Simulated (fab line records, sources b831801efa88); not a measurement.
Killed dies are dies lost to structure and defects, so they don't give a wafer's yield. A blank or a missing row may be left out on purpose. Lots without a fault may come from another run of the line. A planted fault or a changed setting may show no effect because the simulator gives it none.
Chamber matching | flow sfq_line | SFQ_TRILAYER_I7_CMP_CMP_184 on cmp-02: 4 sister chambers
The step polishes SiO2. 8 wafers are shown with their chamber, then 7 later ones without.

WAFERS WITH THEIR CHAMBER
wafer  | chamber | motor_current_A (A) | time_to_endpoint_s (s)
L829.4 | 2       | 11.4                | 215
L831.4 | 1       | 10.8                | 211
L832.4 | 2       | 12.1                | 212
L834.3 | 3       | 10.3                | 201
L834.5 | 0       | 10.4                | 215
L834.6 | 3       | 10.9                | 206
L840.2 | 1       | 10.8                | 212
L840.3 | 0       | 10.7                | 222

WAFERS WITHOUT THEIR CHAMBER
wafer  | motor_current_A (A) | time_to_endpoint_s (s)
L840.4 | 11.0                | 226
L846.3 | 10.0                | 206
L846.4 | 10.3                | 212
L846.6 | 10.2                | 209
L850.3 | 10.1                | 207
L850.2 | 10.7                | 202
L850.5 | 10.5                | 219

WHICH CHAMBER EACH WENT THROUGH
wafer  | from the rows above          | in truth
L840.4 | can't be placed: 0 or 2 or 1 | 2
L846.3 | can't be placed: 3 or 1      | 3
L846.4 | can't be placed: 1 or 0 or 3 | 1
L846.6 | can't be placed: 1 or 3 or 0 | 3
L850.3 | can't be placed: 3 or 1 or 0 | 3
L850.2 | 3                            | 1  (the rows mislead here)
L850.5 | 0                            | 0
Placed correctly: 1 of 7. Can't be placed from these rows: 5 (the true chamber is among the candidates in 5). Placed wrongly: 1.
How it was worked out, from the rows above alone: a wafer's distance from a chamber is the root of the sum, over the readings, of the square of ((its reading less the chamber's mean) divided by the reading's scatter). The wafer belongs to the nearest chamber; if the next one is less than 2 further off, it can't be placed. A chamber's mean is the mean of its shown wafers. The scatter: the root of (the sum of the squares of (reading less its chamber's mean) over the shown wafers, divided by (wafers less chambers)).
